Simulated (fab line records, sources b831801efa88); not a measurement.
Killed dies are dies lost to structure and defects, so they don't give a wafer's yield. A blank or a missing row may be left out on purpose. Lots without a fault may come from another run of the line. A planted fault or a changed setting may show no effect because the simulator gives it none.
Which tool did it? | flow gf180mcu | 15 lots, 44 wafers sampled, at 3 steps of a route of 602

WHAT THE GAUGES READ, wafer by wafer
GF_V5_THK_MEAS_03. Usual: V5_CVD_02_THK 1451 nm, standard deviation 18.
lot  | measured     | on            | V5_CVD_02_THK (nm) | flag
L230 | day 26 07:59 | film_metro-03 | 1463 1453 1477     |
L231 | day 26 17:11 | film_metro-04 | 1434 1445 1445     |
L232 | day 26 22:44 | film_metro-04 | 1429 1453 1453     |
L233 | day 27 11:13 | film_metro-03 | 1427 1454 1459     |
L234 | day 27 16:11 | film_metro-02 | 1444 1455 1481     |
L235 | day 28 01:10 | film_metro-04 | 1423 1425 1443     |
L236 | day 28 05:47 | film_metro-03 | 1429 1451 1436     |
L238 | day 28 22:24 | film_metro-04 | 1450 1478 1480     |
L239 | day 29 12:09 | film_metro-02 | 1435 1437 1456     |
L240 | day 29 18:13 | film_metro-03 | 1429 1454 1436     |
L241 | day 29 22:50 | film_metro-04 | 1419 1469          |
L242 | day 30 05:01 | film_metro-04 | 1459 1464 1463     |
L243 | day 30 12:08 | film_metro-02 | 1437 1434 1446     |
L252 | day 32 16:19 | film_metro-03 | 1447 1463 1469     |
L253 | day 33 00:52 | film_metro-02 | 1452 1447 1490     |

WHICH TOOL RAN EACH LOT (tool, then ch and the chambers of the sampled wafers, then the start)
lot  | GF_M4_SPUTTER_04             | GF_MIM_CVD_05
L230 | pvd_sputter-03, day 22 10:10 | pecvd-01 ch 0,2, day 24 11:07
L231 | pvd_sputter-02, day 22 21:07 | pecvd-01 ch 0,2, day 24 21:20
L232 | pvd_sputter-03, day 23 02:37 | pecvd-02 ch 0,1, day 25 02:47
L233 | pvd_sputter-03, day 23 15:49 | pecvd-01 ch 1,2, day 25 14:47
L234 | pvd_sputter-01, day 23 22:35 | pecvd-02 ch 0,1, day 25 21:51
L235 | pvd_sputter-01, day 24 08:49 | pecvd-03 ch 0,2, day 26 07:15
L236 | pvd_sputter-02, day 24 13:58 | pecvd-02 ch 1,2, day 26 12:24
L238 | pvd_sputter-01, day 25 08:42 | pecvd-01 ch 1,2, day 27 05:43
L239 | pvd_sputter-01, day 25 22:35 | pecvd-03 ch 1,2, day 27 19:43
L240 | pvd_sputter-01, day 26 06:52 | pecvd-01 ch 0,1,2, day 28 02:29
L241 | pvd_sputter-03, day 26 12:01 | pecvd-03 ch 1,2, day 28 07:26
L242 | pvd_sputter-01, day 26 19:22 | pecvd-02 ch 1,2, day 28 13:48
L243 | pvd_sputter-02, day 27 02:16 | pecvd-03 ch 1,2, day 28 21:09
L252 | pvd_sputter-02, day 29 13:13 | pecvd-01 ch 0,1,2, day 31 05:05
L253 | pvd_sputter-02, day 29 22:40 | pecvd-02 ch 0,1,2, day 31 13:59
- GF_M4_SPUTTER_04: material TiN, target thk 50 nm, time 41.7 s.
- GF_MIM_CVD_05: deposits Si3N4, target thk 42 nm, time 29.086 s.

WHAT THE TOOLS THEMSELVES READ (means of the sampled wafers that have a number; where no wafer has one, the mark that the record gives instead)
GF_M4_SPUTTER_04. Usual: chamber_pressure_pa 0.4001 Pa, standard deviation 0.00077; throttle_valve_pct 30.2 %, standard deviation 0.89.
lot  | tool           | chamber_pressure_pa (Pa) | throttle_valve_pct (%) | flag
L230 | pvd_sputter-03 | 0.4003                   | 30.2                   |
L231 | pvd_sputter-02 | 0.4002                   | 30.4                   |
L232 | pvd_sputter-03 | 0.4006                   | 29.7                   |
L233 | pvd_sputter-03 | 0.3997                   | 30.3                   |
L234 | pvd_sputter-01 | 0.3998                   | 30.7                   |
L235 | pvd_sputter-01 | 0.4002                   | 30.2                   |
L236 | pvd_sputter-02 | 0.4004                   | 29.2                   |
L238 | pvd_sputter-01 | 0.3998                   | 30.5                   |
L239 | pvd_sputter-01 | 0.4001                   | 30.5                   |
L240 | pvd_sputter-01 | 0.4003                   | 30.5                   |
L241 | pvd_sputter-03 | 0.3994                   | 29.1                   |
L242 | pvd_sputter-01 | 0.4000                   | 30.2                   |
L243 | pvd_sputter-02 | 0.3993                   | 30.3                   |
L252 | pvd_sputter-02 | 0.4009                   | 30.3                   |
L253 | pvd_sputter-02 | 0.4004                   | 30.2                   |

GF_MIM_CVD_05. Usual: heater_power_w 622 W, standard deviation 110.
lot  | tool     | heater_power_w (W) | flag
L230 | pecvd-01 | 575                |
L231 | pecvd-01 | 586                |
L232 | pecvd-02 | 638                |
L233 | pecvd-01 | 531                |
L234 | pecvd-02 | 634                |
L235 | pecvd-03 | 680                |
L236 | pecvd-02 | 673                |
L238 | pecvd-01 | 606                |
L239 | pecvd-03 | 480                |
L240 | pecvd-01 | 609                |
L241 | pecvd-03 | 514                |
L242 | pecvd-02 | 724                |
L243 | pecvd-03 | 570                |
L252 | pecvd-01 | 591                |
L253 | pecvd-02 | 706                |

THE ANSWER, worked out from the rows above alone
Rule: a lot is off if the mean of its wafers that have a number lies more than 3 standard deviations from the usual mean. A lot without any number at a reading at which 4 lots or more have one is off too. The other lots that the step has rows for count as sound. The gauges are gone through in route order, then the tools' own readings, and for those a lot's mean is taken as printed above. The first step at which some lot is off is used, and at that step the reading that is off furthest; a lot without a number counts as furthest.
No lot is off at any reading shown: from this, nothing can be told.

WHAT THE SIMULATOR HAD PUT IN
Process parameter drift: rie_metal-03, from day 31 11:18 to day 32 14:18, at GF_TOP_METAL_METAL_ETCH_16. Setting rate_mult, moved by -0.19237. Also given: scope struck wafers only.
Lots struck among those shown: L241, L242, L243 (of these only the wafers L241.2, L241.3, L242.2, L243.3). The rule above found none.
